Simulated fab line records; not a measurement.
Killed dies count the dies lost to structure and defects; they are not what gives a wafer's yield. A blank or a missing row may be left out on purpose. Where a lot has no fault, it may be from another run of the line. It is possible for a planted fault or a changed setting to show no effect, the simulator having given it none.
Which of the tools did it? / flow gf180mcu / 10 lots, 30 wafers sampled, at 5 steps of a route of 602

## WHAT THE GAUGES READ, wafer by wafer
GF_TOP_METAL_RS_MEAS_05: measures by four-point-probe. Usual: TOP_METAL_ALCU_RS gives 0.0327 ohm/sq (standard deviation 0.0004).
lot=L760; measured=day 28 14:22; on=film metro-03; TOP_METAL_ALCU_RS (ohm/sq)=0.0329 0.0327 0.0326; flag=
lot=L761; measured=day 29 04:58; on=film metro-04; TOP_METAL_ALCU_RS (ohm/sq)=0.0328 0.0332 0.0333; flag=
lot=L763; measured=day 29 20:16; on=film metro-03; TOP_METAL_ALCU_RS (ohm/sq)=0.0330 0.0329 0.0327; flag=
lot=L764; measured=day 29 20:52; on=film metro-02; TOP_METAL_ALCU_RS (ohm/sq)=0.0331 0.0329 0.0330; flag=
lot=L767; measured=day 30 20:37; on=film metro-02; TOP_METAL_ALCU_RS (ohm/sq)=0.0323 0.0327 0.0322; flag=
lot=L769; measured=day 31 12:26; on=film metro-04; TOP_METAL_ALCU_RS (ohm/sq)=0.0325 0.0322 0.0327; flag=
lot=L770; measured=day 31 12:47; on=film metro-03; TOP_METAL_ALCU_RS (ohm/sq)=0.0324 0.0317 0.0322; flag=
lot=L775; measured=day 32 22:01; on=film metro-04; TOP_METAL_ALCU_RS (ohm/sq)=0.0323 0.0324 0.0322; flag=
lot=L777; measured=day 33 03:27; on=film metro-04; TOP_METAL_ALCU_RS (ohm/sq)=0.0322 0.0325 0.0355; flag=
lot=L781; measured=day 34 05:12; on=film metro-04; TOP_METAL_ALCU_RS (ohm/sq)=0.0327 0.0330 0.0329; flag=

GF_TOP_METAL_THK_MEAS_06: measures by xrf. Usual: TOP_METAL_ALCU_THK gives 916 nm (standard deviation 13).
lot=L760; measured=day 28 14:29; on=film metro-03; TOP_METAL_ALCU_THK (nm)=904 910 914; flag=
lot=L761; measured=day 29 05:05; on=film metro-04; TOP_METAL_ALCU_THK (nm)=921 906 910; flag=
lot=L763; measured=day 29 20:23; on=film metro-03; TOP_METAL_ALCU_THK (nm)=903 907 915; flag=
lot=L764; measured=day 29 20:59; on=film metro-02; TOP_METAL_ALCU_THK (nm)=906 908 902; flag=
lot=L767; measured=day 30 20:43; on=film metro-02; TOP_METAL_ALCU_THK (nm)=930 914 931; flag=
lot=L769; measured=day 31 12:33; on=film metro-04; TOP_METAL_ALCU_THK (nm)=932 939 927; flag=
lot=L770; measured=day 31 12:54; on=film metro-03; TOP_METAL_ALCU_THK (nm)=923 933 931; flag=
lot=L775; measured=day 32 22:08; on=film metro-04; TOP_METAL_ALCU_THK (nm)=929 929 937; flag=
lot=L777; measured=day 33 03:34; on=film metro-04; TOP_METAL_ALCU_THK (nm)=934 928 853; flag=
lot=L781; measured=day 34 05:18; on=film metro-04; TOP_METAL_ALCU_THK (nm)=921 918 923; flag=

GF_TOP_METAL_CD_MEAS_14: target cd 440 nm. Usual: cd nm 439.6 nm, standard deviation 2.5.
lot=L760; measured=day 29 09:54; on=cd sem-01; cd nm (nm)=438.9 438.1 438.6; flag=
lot=L761; measured=day 30 00:22; on=cd sem-02; cd nm (nm)=439.1 438.4 438.1; flag=
lot=L763; measured=day 30 16:09; on=cd sem-02; cd nm (nm)=441.1 441.0 440.3; flag=
lot=L764; measured=day 30 16:10; on=cd sem-01; cd nm (nm)=437.2 437.0 434.7; flag=
lot=L767; measured=day 31 14:38; on=cd sem-01; cd nm (nm)=439.4 439.5 441.8; flag=
lot=L769; measured=day 32 06:05; on=cd sem-01; cd nm (nm)=437.7 440.2 439.7; flag=
lot=L770; measured=day 32 06:44; on=cd sem-01; cd nm (nm)=441.6 443.1 440.0; flag=
lot=L775; measured=day 33 14:00; on=cd sem-01; cd nm (nm)=436.5 438.5 436.9; flag=
lot=L777; measured=day 33 19:28; on=cd sem-02; cd nm (nm)=441.4 443.3 443.1; flag=
lot=L781; measured=day 34 18:48; on=cd sem-02; cd nm (nm)=441.8 441.6 440.4; flag=

## WHAT TOOL EACH LOT RAN ON (gives the tool, then ch and the chambers of the sampled wafers, and finally the start)
lot=L760; GF_MIM_CVD_05=pecvd-04 ch 0,1,2, day 25 21:21; GF_TOP_METAL_SPUTTER_02=pvd sputter-02, day 28 14:17
lot=L761; GF_MIM_CVD_05=pecvd-01 ch 0,1,2, day 26 13:05; GF_TOP_METAL_SPUTTER_02=pvd sputter-01, day 29 04:53
lot=L763; GF_MIM_CVD_05=pecvd-02 ch 1,2, day 27 04:42; GF_TOP_METAL_SPUTTER_02=pvd sputter-01, day 29 20:11
lot=L764; GF_MIM_CVD_05=pecvd-01 ch 0,2, day 27 04:45; GF_TOP_METAL_SPUTTER_02=pvd sputter-02, day 29 20:47
lot=L767; GF_MIM_CVD_05=pecvd-01 ch 0,2, day 28 07:56; GF_TOP_METAL_SPUTTER_02=pvd sputter-04, day 30 20:30
lot=L769; GF_MIM_CVD_05=pecvd-01 ch 0,2, day 28 23:38; GF_TOP_METAL_SPUTTER_02=pvd sputter-01, day 31 12:20
lot=L770; GF_MIM_CVD_05=pecvd-02 ch 1,2, day 29 00:01; GF_TOP_METAL_SPUTTER_02=pvd sputter-04, day 31 12:41
lot=L775; GF_MIM_CVD_05=pecvd-01 ch 0,1,2, day 30 12:25; GF_TOP_METAL_SPUTTER_02=pvd sputter-04, day 32 21:55
lot=L777; GF_MIM_CVD_05=pecvd-01 ch 0,1,2, day 30 18:16; GF_TOP_METAL_SPUTTER_02=pvd sputter-04, day 33 03:22
lot=L781; GF_MIM_CVD_05=pecvd-04 ch 0,1, day 31 23:56; GF_TOP_METAL_SPUTTER_02=pvd sputter-02, day 34 05:04
- GF_MIM_CVD_05: deposits Si3N4, target thk 42 nm, time 29.086 s.
- GF_TOP_METAL_SPUTTER_02: material AlCu, target thk 900 nm, time 47.82 s.

## WHAT THE TOOLS THEMSELVES READ (means of the sampled wafers that have a number; where no wafer has one, the mark that the record gives instead)
GF_MIM_CVD_05. Usual: heater power w 655 W, standard deviation 90.
lot=L760; tool=pecvd-04; heater power w (W)=648; flag=
lot=L761; tool=pecvd-01; heater power w (W)=736; flag=
lot=L763; tool=pecvd-02; heater power w (W)=703; flag=
lot=L764; tool=pecvd-01; heater power w (W)=607; flag=
lot=L767; tool=pecvd-01; heater power w (W)=660; flag=
lot=L769; tool=pecvd-01; heater power w (W)=676; flag=
lot=L770; tool=pecvd-02; heater power w (W)=689; flag=
lot=L775; tool=pecvd-01; heater power w (W)=729; flag=
lot=L777; tool=pecvd-01; heater power w (W)=670; flag=
lot=L781; tool=pecvd-04; heater power w (W)=526; flag=

GF_TOP_METAL_SPUTTER_02. Usual: throttle valve pct 29.8 %, standard deviation 0.85.
lot=L760; tool=pvd sputter-02; throttle valve pct (%)=29.8; flag=
lot=L761; tool=pvd sputter-01; throttle valve pct (%)=30.1; flag=
lot=L763; tool=pvd sputter-01; throttle valve pct (%)=30.2; flag=
lot=L764; tool=pvd sputter-02; throttle valve pct (%)=29.9; flag=
lot=L767; tool=pvd sputter-04; throttle valve pct (%)=28.7; flag=
lot=L769; tool=pvd sputter-01; throttle valve pct (%)=30.0; flag=
lot=L770; tool=pvd sputter-04; throttle valve pct (%)=29.8; flag=
lot=L775; tool=pvd sputter-04; throttle valve pct (%)=29.3; flag=
lot=L777; tool=pvd sputter-04; throttle valve pct (%)=29.0; flag=
lot=L781; tool=pvd sputter-02; throttle valve pct (%)=29.9; flag=

## THE ANSWER, worked out from the rows above alone
Rule: take the mean of a lot's wafers that have a number; if it is more than 3 standard deviations from the usual mean, the lot is off. A lot without any number at a reading at which 4 lots or more have one is off too. Where the step has rows for the other lots, those lots are counted as sound. Order of review: gauges by route order, followed by the tools' own readings, for which a lot's mean as printed above is used. The first step at which some lot is off is used, and at that step the reading that is off furthest; a lot without a number counts as furthest.
Nothing can be told from this: no lot is off at any reading shown.

## WHAT THE SIMULATOR PUT IN
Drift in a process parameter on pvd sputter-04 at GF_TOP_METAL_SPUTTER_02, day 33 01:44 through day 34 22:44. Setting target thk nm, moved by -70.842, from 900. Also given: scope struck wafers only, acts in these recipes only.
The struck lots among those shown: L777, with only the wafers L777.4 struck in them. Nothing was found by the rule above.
